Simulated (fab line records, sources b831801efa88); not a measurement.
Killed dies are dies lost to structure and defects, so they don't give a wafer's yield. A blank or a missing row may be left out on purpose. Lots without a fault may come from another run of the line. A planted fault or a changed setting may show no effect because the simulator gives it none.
fab line records | flow sky130
record lots=7 wafers=21 last_day=50
route steps=708 shown RES_XHIGH@339 SD_N@342 SD_P@359 PAD_OPEN@708
lots that met no fault: from a run of the same line without faults
start_h: hours from the record's first day to the start of the lot's first wafer shown | wait_h: hours since the lot's step before | " the same as in the row above | L1.1+2: a row that stands for several wafers | - no value, or no start given | * or withheld: withheld | < > ~ a bound
route shown NAME@n: a module of which the file shows steps, and the number in the route of the first | usual: mean/standard deviation of fault-free wafers | same: alike in all rows | chamber/n: place in a boat | sites: the reading at each site | _std_site: their standard deviation | _edge_site: outer sites' mean less inner sites' | radius_mm: how far each site lies from the wafer's centre | mask NAME#n: copy n | behind: the tool/chamber that last shaped the wafer | hold: why the lot was held/for how many hours/how that ended | device: the transistor (n, p or np) that didn't switch | end of line: the same wafers' tests at the end of the route | a step without rows: its recipe alone | killed: dies lost to structure and defects at the first sort, not the wafer's yield | map: a wafer's dies, x killed, . not, _ none there
set.NAME: the setting as run; set.NAME@STEP: as run at that earlier step | model.NAME: the simulator's own value behind a step, which no gauge read
lots at some steps of the route; a table a step, a row a wafer
services: from which hour (start_h, from the record's first day; less than 0 if before it) a tool's chamber was out of use, for how many hours, and why
## steps
# step SKY_RES_XHIGH_IMPLANT_07
# recipe species=BF2 energy_kev=20 dose_cm2=3.6e+14 tilt_deg=0
# step SKY_RES_XHIGH_STRIP_08
# recipe chemistry=O2/N2 power_w=1400 pressure_mtorr=1500 platen_temp_c=withheld o2_flow_sccm=3000 n2_flow_sccm=300 overash_fraction=0.5
# usual drypump_motor_current_A=5.7/0.31 oes_product_au=0.711/0.005 strip_time_to_endpoint_s=14.28/0.044
# same overash_fraction=0.5
# columns lot.wafer tool chamber start_h wait_h drypump_motor_current_A oes_product_au rf_hours_counter_h strip_time_to_endpoint_s
L604.2 plasma_asher-04 1 613.25 0.1 5.9 0.713 49 14.29
L604.3 " 0 " " 5.7 0.707 - 14.28
L604.5 " 0 " " 5.7 0.718 - 14.25
L607.1 plasma_asher-02 1 638.67 0.1 6.1 0.709 21 14.29
L607.4 " 1 " " 6.1 0.709 - 14.30
L607.6 " 0 " " 5.3 0.714 - 14.31
L609.1 plasma_asher-04 1 662.08 0.1 5.9 0.704 54 14.25
L609.4 " 0 " " 5.7 0.715 - 14.26
L609.6 " 0 " " 5.7 0.706 - 14.24
L620.3 plasma_asher-04 0 752.94 0.1 5.7 0.712 - 14.30
L620.4 " 1 " " 5.9 0.706 - 14.27
L620.6 " 0 " " 5.7 0.706 - 14.23
L619.1 plasma_asher-01 0 755.05 0.1 5.1 0.711 95 14.27
L619.2 " 1 " " 5.7 0.718 95 14.27
L619.3 " 1 " " 5.7 0.714 - 14.23
L625.3 plasma_asher-02 1 789.16 0.1 6.1 0.711 - 14.24
L625.5 " 1 " " 6.1 0.726 - 14.29
L625.6 " 0 " " 5.3 0.711 - 14.34
L626.2 plasma_asher-04 0 795.82 0.1 5.7 0.713 66 14.26
L626.5 " 1 " " 5.9 0.716 - 14.25
L626.6 " 0 " " 5.7 0.712 - 14.26
# step SKY_RES_XHIGH_TW_MEAS_09
# usual RES_XHIGH_TW=1625/14
# columns lot.wafer tool chamber start_h wait_h RES_XHIGH_TW
L604.2 film_metro-02 - 613.36 0.1 1610
L604.3 " - " " 1604
L604.5 " - " " 1608
L607.1 film_metro-03 - 638.77 0.1 1640
L607.4 " - " " 1630
L607.6 " - " " 1640
L609.1 film_metro-02 - 662.18 0.1 1626
L609.4 " - " " 1616
L609.6 " - " " 1618
L620.3 film_metro-04 - 753.02 0.1 1611
L620.4 " - " " 1615
L620.6 " - " " 1613
L619.1 film_metro-04 - 755.15 0.1 1619
L619.2 " - " " 1618
L619.3 " - " " 1621
L625.3 film_metro-03 - 789.24 0.1 1650
L625.5 " - " " 1645
L625.6 " - " " 1651
L626.2 film_metro-03 - 795.93 0.1 1659
L626.5 " - " " 1648
L626.6 " - " " 1651
# step SKY_SD_N_DEHYDRATE_00
# recipe temp_c=200 time_s=60
# step SKY_SD_N_HMDS_01
# recipe prime_time_s=60 prime_temp_c=120
# step SKY_SD_N_COAT_02
# recipe resist=NOVOLAK spin_rpm=3000 resist_thk_nm=1140
# step SKY_SD_N_SOFTBAKE_03
# recipe temp_c=90 time_s=60 resist=NOVOLAK
# step SKY_SD_N_EXPOSE_04
# recipe mask_id=NSDM na=0.6 source_shape=conventional sigma_outer=0.6 polarization=unpolarized target_cd_nm=380 dose_mj=141
# step SKY_SD_N_PEB_05
# recipe temp_c=withheld time_s=* resist=NOVOLAK
# step SKY_SD_N_DEVELOP_06
# recipe resist=NOVOLAK developer=TMAH develop_time_s=60 dev_temp_c=23
# step SKY_SD_N_CD_MEAS_07
# recipe target_cd_nm=380
# usual cd_nm=379.8/2.6
# columns lot.wafer tool chamber start_h wait_h cd_nm
L604.2 cd_sem-01 - 642.37 0.1 382.2
L604.3 " - " " 379.8
L604.5 " - " " 379.3
L607.1 cd_sem-02 - 667.25 0.1 378.3
L607.4 " - " " 378.0
L607.6 " - " " 378.8
L609.1 cd_sem-02 - 689.59 0.1 383.2
L609.4 " - " " 384.8
L609.6 " - " " 379.8
L620.3 cd_sem-01 - 778.79 0.1 378.6
L620.4 " - " " 379.1
L620.6 " - " " 378.2
L619.1 cd_sem-01 - 781.72 0.1 380.0
L619.2 " - " " 378.2
L619.3 " - " " 379.7
L625.3 cd_sem-02 - 815.64 0.1 382.3
L625.5 " - " " 381.1
L625.6 " - " " 379.4
L626.2 cd_sem-02 - 820.91 0.1 381.5
L626.5 " - " " 380.6
L626.6 " - " " 380.9
# step SKY_SD_N_OVL_MEAS_08
# usual SD_N_OVL=0.6/1.5
# columns lot.wafer tool chamber start_h wait_h SD_N_OVL[nm]
L604.2 overlay-02 - 642.48 0.1 2.7
L604.3 " - " " 0.6
L604.5 " - " " 0.1
L607.1 overlay-01 - 667.37 0.1 0.3
L607.4 " - " " -0.4
L607.6 " - " " -0.9
L609.1 overlay-02 - 689.71 0.1 0.9
L609.4 " - " " 0.7
L609.6 " - " " 1.0
L620.3 overlay-01 - 778.88 0.1 1.5
L620.4 " - " " 3.1
L620.6 " - " " 1.6
L619.1 overlay-02 - 781.84 0.1 0.4
L619.2 " - " " 0.8
L619.3 " - " " 1.4
L625.3 overlay-02 - 815.73 0.1 1.7
L625.5 " - " " 2.7
L625.6 " - " " -0.6
L626.2 overlay-02 - 821.01 0.1 2.2
L626.5 " - " " 2.3
L626.6 " - " " 0.7
# step SKY_SD_N_IMPLANT_09
# recipe species=As energy_kev=50 dose_cm2=4e+15 tilt_deg=0
# usual end_station_pressure_torr=1.43e-05/1.1e-06
# columns lot.wafer tool chamber start_h wait_h end_station_pressure_torr
L604.2 implanter-04 0 642.53 0.0 1.19e-05
L604.3 " 0 " " 1.39e-05
L604.5 " 0 " " 1.32e-05
L604.2 implanter-04 0 642.85 0.3 1.36e-05
L604.3 " 0 " " 1.34e-05
L604.5 " 0 " " 1.29e-05
L607.1 implanter-03 0 667.41 0.0 1.53e-05
L607.4 " 0 " " 1.49e-05
L607.6 " 0 " " 1.62e-05
L607.1 implanter-03 0 667.73 0.3 1.58e-05
L607.4 " 0 " " 1.43e-05
L607.6 " 0 " " 1.49e-05
L609.1 implanter-03 0 689.74 0.0 1.5e-05
L609.4 " 0 " " 1.62e-05
L609.6 " 0 " " 1.51e-05
L609.1 implanter-03 0 690.06 0.3 1.61e-05
L609.4 " 0 " " 1.54e-05
L609.6 " 0 " " 1.48e-05
L620.3 implanter-01 0 778.96 0.1 1.41e-05
L620.4 " 0 " " 1.54e-05
L620.6 " 0 " " 1.56e-05
L619.1 implanter-04 0 781.88 0.0 1.3e-05
L619.2 " 0 " " 1.39e-05
L619.3 " 0 " " 1.25e-05
L625.3 implanter-03 0 815.81 0.1 1.5e-05
L625.5 " 0 " " 1.38e-05
L625.6 " 0 " " 1.53e-05
L626.2 implanter-03 0 821.07 0.0 1.43e-05
L626.5 " 0 " " 1.46e-05
L626.6 " 0 " " 1.53e-05
# step SKY_SD_N_IMPLANT_10
# recipe species=P energy_kev=20 dose_cm2=1e+14 tilt_deg=0
# step SKY_SD_N_STRIP_11
# recipe chemistry=O2/N2 power_w=1400 pressure_mtorr=1500 platen_temp_c=withheld o2_flow_sccm=3000 n2_flow_sccm=300 overash_fraction=0.5
# usual drypump_motor_current_A=5.8/0.36 oes_product_au=0.527/0.0043 strip_time_to_endpoint_s=22.54/0.035
# same overash_fraction=0.5
# columns lot.wafer tool chamber start_h wait_h drypump_motor_current_A oes_product_au rf_hours_counter_h strip_time_to_endpoint_s
L604.2 plasma_asher-01 1 643.13 0.1 5.7 0.508 84 23.75
L604.3 " 0 " " 5.1 0.511 - 23.75
L604.5 " 1 " " 5.7 0.507 - 23.79
L607.1 plasma_asher-01 0 668.03 0.1 5.1 0.513 86 23.80
L607.4 " 0 " " 5.1 0.512 - 23.81
L607.6 " 1 " " 5.8 0.518 - 23.81
L609.1 plasma_asher-04 0 690.36 0.1 5.7 0.511 57 23.79
L609.4 " 1 " " 5.9 0.507 - 23.80
L609.6 " 0 " " 5.7 0.513 - 23.80
L620.3 plasma_asher-01 1 779.24 0.1 5.7 0.522 - 22.53
L620.4 " 0 " " 5.1 0.527 - 22.53
L620.6 " 1 " " 5.7 0.527 - 22.50
L619.1 plasma_asher-04 1 782.18 0.1 5.9 0.533 64 22.50
L619.2 " 0 " " 5.6 0.526 64 22.56
L619.3 " 0 " " 5.7 0.514 - 22.52
L625.3 plasma_asher-03 1 816.09 0.1 5.8 0.516 - 22.58
L625.5 " 1 " " 5.8 0.532 - 22.57
L625.6 " 0 " " 6.5 0.529 - 22.56
L626.2 plasma_asher-03 0 821.34 0.1 6.5 0.525 8 22.54
L626.5 " 1 " " 5.8 0.525 - 22.48
L626.6 " 0 " " 6.5 0.529 - 22.53
# step SKY_SD_N_TW_MEAS_12
# usual SD_N_TW=3971/41
# columns lot.wafer tool chamber start_h wait_h SD_N_TW
L604.2 film_metro-04 - 643.24 0.1 4026
L604.3 " - " " 4022
L604.5 " - " " 4037
L607.1 film_metro-02 - 668.13 0.1 4031
L607.4 " - " " 4004
L607.6 " - " " 4007
L609.1 film_metro-03 - 690.46 0.1 4093
L609.4 " - " " 4096
L609.6 " - " " 4094
L620.3 film_metro-03 - 779.33 0.1 4008
L620.4 " - " " 3993
L620.6 " - " " 4000
L619.1 film_metro-03 - 782.28 0.1 4010
L619.2 " - " " 4024
L619.3 " - " " 4042
L625.3 film_metro-04 - 816.18 0.1 3990
L625.5 " - " " 3974
L625.6 " - " " 3950
L626.2 film_metro-03 - 821.45 0.1 4020
L626.5 " - " " 4004
L626.6 " - " " 3999
# step SKY_SD_N_CLEAN_13
# recipe chemistry=SC1/SC2 mix=1:4:20 temp_c=70 time_s=150 dry=n2_spin
# step SKY_SD_N_RTA_14
# recipe temp_c=1075 time_s=2 idle_temp_c=650 ramp_up_c_per_s=150 ramp_down_c_per_s=90 ambient=N2
# usual lamp_power_pct=15.74/0.054 wafer_temp_C_max=1078.1/1.5
# columns lot.wafer tool chamber start_h wait_h lamp_power_pct wafer_temp_C_max
L604.2 rtp_anneal-01 0 643.34 0.0 15.80 1076.6
L604.3 " 0 " " 15.72 1078.0
L604.5 " 0 " " 15.70 1078.6
L607.1 rtp_anneal-02 0 668.24 0.0 15.68 1078.3
L607.4 " 0 " " 15.82 1076.1
L607.6 " 0 " " 15.78 1076.9
L609.1 rtp_anneal-02 0 690.62 0.0 15.77 1078.3
L609.4 " 0 " " 15.78 1075.6
L609.6 " 0 " " 15.82 1082.7
L620.3 rtp_anneal-02 0 779.44 0.0 15.75 1076.3
L620.4 " 0 " " 15.76 1078.7
L620.6 " 0 " " 15.76 1079.3
L619.1 rtp_anneal-01 0 782.39 0.0 15.83 1077.7
L619.2 " 0 " " 15.69 1078.3
L619.3 " 0 " " 15.76 1075.6
L625.3 rtp_anneal-02 0 816.29 0.0 15.76 1076.1
L625.5 " 0 " " 15.80 1077.7
L625.6 " 0 " " 15.75 1077.7
L626.2 rtp_anneal-01 0 821.57 0.0 15.70 1078.2
L626.5 " 0 " " 15.70 1078.0
L626.6 " 0 " " 15.77 1077.1
# step SKY_SD_N_RS_MEAS_16
# recipe thk_meas_gauge=four-point-probe
# usual SD_N_RS=68.54/0.13
# columns lot.wafer tool chamber start_h wait_h SD_N_RS[ohm/sq]
L604.2 film_metro-02 - 643.53 0.1 63.70
L604.3 " - " " 63.65
L604.5 " - " " 63.70
L607.1 film_metro-04 - 668.41 0.1 63.76
L607.4 " - " " 63.94
L607.6 " - " " 63.87
L609.1 film_metro-04 - 690.80 0.1 63.93
L609.4 " - " " 63.86
L609.6 " - " " 63.79
L620.3 film_metro-03 - 779.64 0.1 68.45
L620.4 " - " " 68.42
L620.6 " - " " 68.55
L619.1 film_metro-02 - 782.56 0.1 68.48
L619.2 " - " " 68.61
L619.3 " - " " 68.57
L625.3 film_metro-04 - 816.48 0.1 68.33
L625.5 " - " " 68.56
L625.6 " - " " 68.49
L626.2 film_metro-04 - 821.75 0.1 68.56
L626.5 " - " " 68.51
L626.6 " - " " 68.43
# step SKY_SD_N_RS_MEAS_17
# recipe thk_meas_gauge=four-point-probe
# usual SD_P_RS=147.0/0.41
# columns lot.wafer tool chamber start_h wait_h SD_P_RS[ohm/sq]
L604.2 film_metro-02 - 643.65 0.1 146.9
L604.3 " - " " 147.1
L604.5 " - " " 147.1
L607.1 film_metro-04 - 668.53 0.1 147.0
L607.4 " - " " 147.2
L607.6 " - " " 147.2
L609.1 film_metro-04 - 690.92 0.1 147.8
L609.4 " - " " 147.6
L609.6 " - " " 147.7
L620.3 film_metro-03 - 779.76 0.1 147.0
L620.4 " - " " 146.7
L620.6 " - " " 146.8
L619.1 film_metro-02 - 782.68 0.1 147.1
L619.2 " - " " 147.3
L619.3 " - " " 147.3
L625.3 film_metro-04 - 816.60 0.1 147.2
L625.5 " - " " 146.9
L625.6 " - " " 147.1
L626.2 film_metro-04 - 821.87 0.1 147.2
L626.5 " - " " 147.2
L626.6 " - " " 147.4
# step SKY_PAD_OPEN_PROBE_99
# usual killed_at_M0_to_M3=42/6.4 killed_at_M4_up=3.0/2 killed_at_contacts=24/5.2 killed_at_front_end=14/4.2 killed_at_other=0.4/0.72 killed_dies=84/9 killed_open=46/6.6 killed_short=38/6
# same gross_dies=492 killed_at_back_side=0
# columns lot.wafer tool chamber start_h wait_h killed_at_M0_to_M3 killed_at_M4_up killed_at_contacts killed_at_front_end killed_at_other killed_dies killed_open killed_short model.etest.res_ndiff.line_ohm_um model.etest.sonos_uncharged.r_on_ohm_um model.etest.nfet_g5v0d10v5.r_on_ohm_um model.etest.nfet_01v8.r_on_ohm_um model.etest.nfet_01v8_lvt.drive_ua_um model.etest.licon_ndiff.rc_ohm model.etest.sram_nfet_pass.drive_ua_um model.etest.nfet_01v8.drive_ua_um
L604.2 prober-01 - 1072.33 0.1 37 5 18 14 0 74 37 36 660.4 759.8 1781 802.4 595.7 151.7 496.2 522.1
L604.3 prober-01 - 1072.38 0.2 50 4 27 10 0 91 46 45 657.1 763.2 1812 819 585.2 156.3 500.3 511.2
L604.5 prober-01 - 1072.48 0.2 40 4 27 16 0 87 47 40 653.3 763.8 1817 805.8 589.7 158.4 515.4 510.6
L607.1 prober-02 - 1092.25 0.1 39 2 24 16 1 82 55 27 648.3 757 1822 816.9 595.7 153.8 523.7 519.3
L607.4 prober-02 - 1092.40 0.2 45 4 28 19 0 96 54 42 669.1 758.7 1811 821.2 590.7 150.4 504.3 507.4
L607.6 prober-02 - 1092.50 0.2 30 0 36 7 0 73 37 36 655 769.4 1833 817.5 591.6 157 490 515.2
L609.1 prober-02 - 1109.05 0.1 42 4 18 14 0 78 39 39 661.2 755.1 1807 782.1 619.9 156.2 518.6 540.5
L609.4 prober-02 - 1109.20 0.2 50 2 19 11 0 82 42 40 650.4 749.9 1840 778.9 623.6 161.6 524.6 544.3
L609.6 prober-02 - 1109.30 0.2 42 3 26 28 0 99 50 49 642.1 749.4 1838 808.3 612.3 158 517.8 524.3
L620.3 prober-01 - 1169.81 0.2 39 1 22 20 0 82 45 37 775.7 801.4 1841 838.4 571.1 178.4 489 498.8
L620.4 prober-01 - 1169.86 0.2 47 2 22 11 0 82 47 35 773 818 1869 843.7 561.6 177.7 492.5 491.3
L620.6 prober-01 - 1169.96 0.2 43 5 23 14 0 85 48 37 760.4 804.8 1861 834.4 572.5 176.7 488.7 507
L619.1 prober-02 - 1172.51 0.1 47 0 25 21 1 94 53 41 759.5 816.8 1866 815.1 591.9 183.6 518 520.1
L619.2 prober-02 - 1172.56 0.1 41 3 25 19 0 88 47 41 779.9 808.1 1885 802.6 597.8 183.2 499.5 523.6
L619.3 prober-02 - 1172.61 0.2 51 2 36 12 0 101 48 53 753.7 811.8 1885 833.8 574.4 190 502.8 509.3
L625.3 prober-01 - 1194.04 0.2 43 3 18 17 0 81 35 46 747.4 810.8 1892 852.8 555.8 188 476.2 487.6
L625.5 prober-01 - 1194.14 0.2 56 1 23 16 1 97 54 43 754.6 804.3 1860 856.6 551.2 181.5 472.5 481
L625.6 prober-01 - 1194.19 0.2 50 2 25 17 0 94 56 38 746.3 794.6 1872 851.5 556 182.1 472.2 481.8
L626.2 prober-02 - 1197.37 0.1 41 9 16 15 0 81 41 40 775.5 810.5 1890 851.5 556.7 180.6 466.4 491.5
L626.5 prober-02 - 1197.52 0.2 53 3 28 17 2 103 48 55 768.6 797.9 1945 867.6 544.7 181.1 475.3 476.6
L626.6 prober-02 - 1197.57 0.2 51 4 24 17 1 97 54 43 766.8 806.5 1890 851.9 559.1 169.9 466.8 489.5
# killed by level:class
L604.2 VIA3:geometric_particle:open=8 FIELD_ISO:geometric_particle:open=6 LOCAL_INTERCONNECT:geometric_particle:short=5 CONTACT:geometric_particle:open=5 VIA1:geometric_particle:short=5 VIA1:geometric_particle:open=5 LI_CONTACT:geometric_particle:open=4 METAL1:geometric_particle:short=4
L604.3 CONTACT:geometric_particle:open=14 METAL2:geometric_particle:short=7 VIA1:geometric_particle:short=7 VIA2:geometric_particle:open=7 VIA3:geometric_particle:open=7 CONTACT:geometric_particle:short=6 METAL1:geometric_particle:short=5 LI_CONTACT:geometric_particle:open=4
L604.5 VIA1:geometric_particle:open=10 CONTACT:geometric_particle:open=9 LI_CONTACT:geometric_particle:open=7 CONTACT:geometric_particle:short=7 METAL1:geometric_particle:short=5 METAL2:geometric_particle:short=5 FIELD_ISO:geometric_particle:open=4 VIA2:geometric_particle:short=4
L607.1 VIA1:geometric_particle:open=12 CONTACT:geometric_particle:open=9 VIA3:geometric_particle:open=7 VIA2:geometric_particle:open=7 LI_CONTACT:geometric_particle:open=5 LOCAL_INTERCONNECT:geometric_particle:short=5 FIELD_ISO:geometric_particle:open=4 POLY_GATE:geometric_particle:open=4
L607.4 CONTACT:geometric_particle:open=9 FIELD_ISO:geometric_particle:open=8 LI_CONTACT:geometric_particle:open=8 LOCAL_INTERCONNECT:geometric_particle:short=7 VIA3:geometric_particle:open=7 VIA2:geometric_particle:short=7 VIA1:geometric_particle:short=6 METAL2:geometric_particle:short=6
L607.6 CONTACT:geometric_particle:open=11 LI_CONTACT:geometric_particle:open=8 LOCAL_INTERCONNECT:geometric_particle:short=8 CONTACT:geometric_particle:short=7 METAL1:geometric_particle:short=7 VIA1:geometric_particle:open=6 METAL2:geometric_particle:short=5 VIA2:geometric_particle:open=4
L609.1 VIA2:geometric_particle:open=10 LI_CONTACT:geometric_particle:open=7 LOCAL_INTERCONNECT:geometric_particle:short=6 VIA3:geometric_particle:open=6 VIA3:geometric_particle:short=6 FIELD_ISO:geometric_particle:open=5 POLY_GATE:geometric_particle:short=5 VIA2:geometric_particle:short=4
L609.4 VIA1:geometric_particle:open=14 METAL2:geometric_particle:short=9 VIA2:geometric_particle:open=8 LI_CONTACT:geometric_particle:open=7 METAL1:geometric_particle:short=6 CONTACT:geometric_particle:open=4 FIELD_ISO:geometric_particle:short=3 LOCAL_INTERCONNECT:geometric_particle:short=3
L609.6 VIA2:geometric_particle:open=9 CONTACT:geometric_particle:open=8 VIA1:geometric_particle:open=8 LI_CONTACT:geometric_particle:open=7 LOCAL_INTERCONNECT:geometric_particle:short=7 FIELD_ISO:geometric_particle:short=6 POLY_GATE:geometric_particle:short=6 METAL1:geometric_particle:short=5
L620.3 VIA1:geometric_particle:open=10 LI_CONTACT:geometric_particle:open=8 CONTACT:geometric_particle:open=6 FIELD_ISO:geometric_particle:short=5 VIA2:geometric_particle:open=5 LOCAL_INTERCONNECT:geometric_particle:short=4 METAL1:geometric_particle:short=4 METAL2:geometric_particle:short=4
L620.4 VIA1:geometric_particle:open=10 CONTACT:geometric_particle:open=10 VIA1:geometric_particle:short=7 VIA3:geometric_particle:open=6 LI_CONTACT:geometric_particle:open=5 VIA2:geometric_particle:open=5 METAL2:geometric_particle:short=5 METAL3:geometric_particle:short=4
L620.6 VIA2:geometric_particle:open=13 CONTACT:geometric_particle:open=8 VIA1:geometric_particle:open=7 VIA3:geometric_particle:open=6 LI_CONTACT:geometric_particle:open=5 CONTACT:geometric_particle:short=5 METAL3:geometric_particle:short=5 VIA3:geometric_particle:short=5
L619.1 CONTACT:geometric_particle:open=12 VIA3:geometric_particle:open=9 LI_CONTACT:geometric_particle:open=7 VIA1:geometric_particle:open=7 VIA1:geometric_particle:short=6 FIELD_ISO:geometric_particle:short=5 METAL3:geometric_particle:short=5 METAL1:geometric_particle:short=5
L619.2 CONTACT:geometric_particle:open=10 VIA1:geometric_particle:open=9 LI_CONTACT:geometric_particle:open=7 VIA1:geometric_particle:short=7 LOCAL_INTERCONNECT:geometric_particle:short=6 VIA2:geometric_particle:open=6 METAL1:geometric_particle:short=5 VIA3:geometric_particle:open=5
L619.3 VIA1:geometric_particle:open=10 LI_CONTACT:geometric_particle:open=9 CONTACT:geometric_particle:open=8 METAL1:geometric_particle:short=7 CONTACT:geometric_particle:short=7 METAL2:geometric_particle:short=7 LI_CONTACT:geometric_particle:short=6 VIA3:geometric_particle:open=6
L625.3 METAL2:geometric_particle:short=14 LI_CONTACT:geometric_particle:open=9 VIA3:geometric_particle:open=8 POLY_GATE:geometric_particle:short=6 VIA1:geometric_particle:short=4 VIA2:geometric_particle:open=4 METAL3:geometric_particle:short=4 FIELD_ISO:geometric_particle:short=3
L625.5 VIA1:geometric_particle:open=13 VIA1:geometric_particle:short=12 METAL2:geometric_particle:short=11 LI_CONTACT:geometric_particle:open=10 FIELD_ISO:geometric_particle:short=8 CONTACT:geometric_particle:open=8 VIA2:geometric_particle:open=7 FIELD_ISO:geometric_particle:open=5
L625.6 VIA1:geometric_particle:open=12 METAL1:geometric_particle:short=10 LI_CONTACT:geometric_particle:open=9 CONTACT:geometric_particle:open=9 VIA3:geometric_particle:open=6 VIA2:geometric_particle:open=5 FIELD_ISO:geometric_particle:open=4 POLY_GATE:geometric_particle:short=4
L626.2 VIA1:geometric_particle:open=8 VIA2:geometric_particle:open=6 CONTACT:geometric_particle:open=6 VIA3:geometric_particle:open=6 METAL4:geometric_particle:short=6 FIELD_ISO:geometric_particle:short=5 METAL1:geometric_particle:short=5 VIA1:geometric_particle:short=5
L626.5 METAL1:geometric_particle:short=11 VIA2:geometric_particle:open=9 VIA1:geometric_particle:open=8 LI_CONTACT:geometric_particle:open=8 CONTACT:geometric_particle:short=7 LI_CONTACT:geometric_particle:short=6 CONTACT:geometric_particle:open=6 VIA3:geometric_particle:open=6
L626.6 VIA1:geometric_particle:open=11 CONTACT:geometric_particle:open=10 VIA2:geometric_particle:open=8 FIELD_ISO:geometric_particle:short=7 VIA3:geometric_particle:open=7 VIA1:geometric_particle:short=5 LOCAL_INTERCONNECT:geometric_particle:short=4 VIA3:geometric_particle:short=4
## services
# columns tool chamber start_h hours kind
plasma_asher-04 - 595.33 1.9 repair
plasma_asher-04 - 616.86 3.0 repair
plasma_asher-01 - 659.03 2.8 pm
implanter-03 - 717.34 2.8 pm
implanter-04 - 722.37 0.8 repair
plasma_asher-03 - 733.75 9.0 pm
plasma_asher-03 0 733.75 9.0 vent_cycle
plasma_asher-03 1 733.75 9.0 vent_cycle
plasma_asher-03 0 742.75 - clean
plasma_asher-03 1 742.75 - clean
plasma_asher-02 - 745.85 2.8 pm
implanter-04 - 748.29 2.5 repair
plasma_asher-04 - 764.56 15.6 pm
implanter-01 - 795.01 4.0 pm
plasma_asher-03 - 810.13 3.1 repair
## key
first_sign step=SKY_SD_N_IMPLANT_09 reading=visit direction=added
effect step=SKY_SD_N_STRIP_11 reading=strip_time_to_endpoint_s direction=up sigmas=36 usual=* struck=*
effect step=SKY_SD_N_TW_MEAS_12 reading=SD_N_TW direction=up sigmas=1.8 usual=3971 struck=4045 wafers_moved=3
effect step=SKY_SD_N_RS_MEAS_16 reading=SD_N_RS direction=down sigmas=37 usual=68.54 struck=63.80
model_effect step=SKY_PAD_OPEN_PROBE_99 value=etest.res_ndiff.line_ohm_um without=765.4 struck=655.2
met_at SKY_SD_N_IMPLANT_09
struck_wafers L604.2,L604.3,L604.5,L607.1,L607.4,L607.6,L609.1,L609.4,L609.6
tester_left_out L604,L607,L609
fault kind=repeated_step_whole tool=implanter-01,implanter-03,implanter-04 chamber=- onset_h=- steps=SKY_SD_N_IMPLANT_09 times=1 scope=struck_lots_only
# tester_left_out: of these lots the tester's yield and bins aren't shown, on N5 and GAA mostly nor the transistor test; their killed dies are dies lost to structure and defects alone, not to doping, threshold or leakage, so they don't give the yield
